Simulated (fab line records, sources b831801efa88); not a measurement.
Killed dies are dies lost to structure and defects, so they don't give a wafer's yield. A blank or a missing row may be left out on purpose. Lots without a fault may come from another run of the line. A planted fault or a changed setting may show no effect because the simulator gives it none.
One fault seen from 2 desks | flow sky130 | each desk has only its own numbers; what lay behind them comes last

THE TOOL OWNER'S DESK: wet_bench-01
The tool's own readings at SKY_FIELD_ISO_WET_ETCH_30 (etches SiO2 in dHF, target depth 25 nm, time 50 s): means of the sampled wafers that have a number, for each lot that ran on this tool. A lot is out of limits, marked OUT, if its mean lies more than 4 standard deviations from the usual mean; the brackets give that distance.
Columns: A = run_length_s at SKY_FIELD_ISO_WET_ETCH_30, usual 76.8 s
lot  | first seen here | A
L923 | day 2 19:11     | 76.5
L924 | day 2 22:02     | 74.8
L942 | day 7 03:53     | 32.8 (-20) OUT
This desk's finding: out of limits on L942; first on L942, day 7 03:53 (run_length_s at SKY_FIELD_ISO_WET_ETCH_30). In limits: L923, L924.

THE METROLOGY DESK
What the gauges read, lot by lot, whatever tool the lot ran on: means of the sampled wafers that have a number. A lot is out of limits, marked OUT, if its mean lies more than 4 standard deviations from the usual mean; the brackets give that distance.
Columns: A = cd_nm at SKY_FIELD_ISO_CD_MEAS_13, usual 150.0 nm; B = PWDE_OVL at SKY_PWDE_OVL_MEAS_07, usual -0.4 nm
lot  | first seen here | A     | B
L922 | day 2 06:09     | 151.9 | 0.3
L923 | day 2 14:49     | 148.8 | 0.1
L924 | day 2 17:16     | 149.5 | -1.1
L925 | day 2 21:53     | 150.0 | -0.2
L926 | day 3 05:14     | 146.9 | -2.2
L928 | day 3 13:15     | 150.3 | 0.0
L929 | day 3 21:39     | 150.4 | -0.2
L930 | day 4 01:20     | 148.7 | -0.4
L931 | day 4 07:20     | 151.4 | 1.5
L932 | day 4 10:05     | 147.7 | 0.0
L940 | day 6 03:33     | 150.0 | -1.1
L942 | day 6 13:01     | 151.7 | -1.9
L944 | day 7 03:08     | 149.8 | -0.4
This desk's finding: nothing out of limits on any of the 13 lots.

PUT TOGETHER
The tool owner's desk could have raised an alarm at day 7 03:53, on L942.
The metrology desk saw nothing out of limits.
The metrology desk has L942 on record, within its limits.
Of the lots named, all ran SKY_FIELD_ISO_WET_ETCH_30 on wet_bench-01.

WHAT THE SIMULATOR HAD PUT IN
Process parameter drift: wet_bench-01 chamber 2, from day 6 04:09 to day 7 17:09, at SKY_FIELD_ISO_WET_ETCH_30. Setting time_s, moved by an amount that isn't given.
Lots struck among those shown: L942.
Hours from the fault's start to each desk's first reading out of limits: the tool owner's desk, 24.
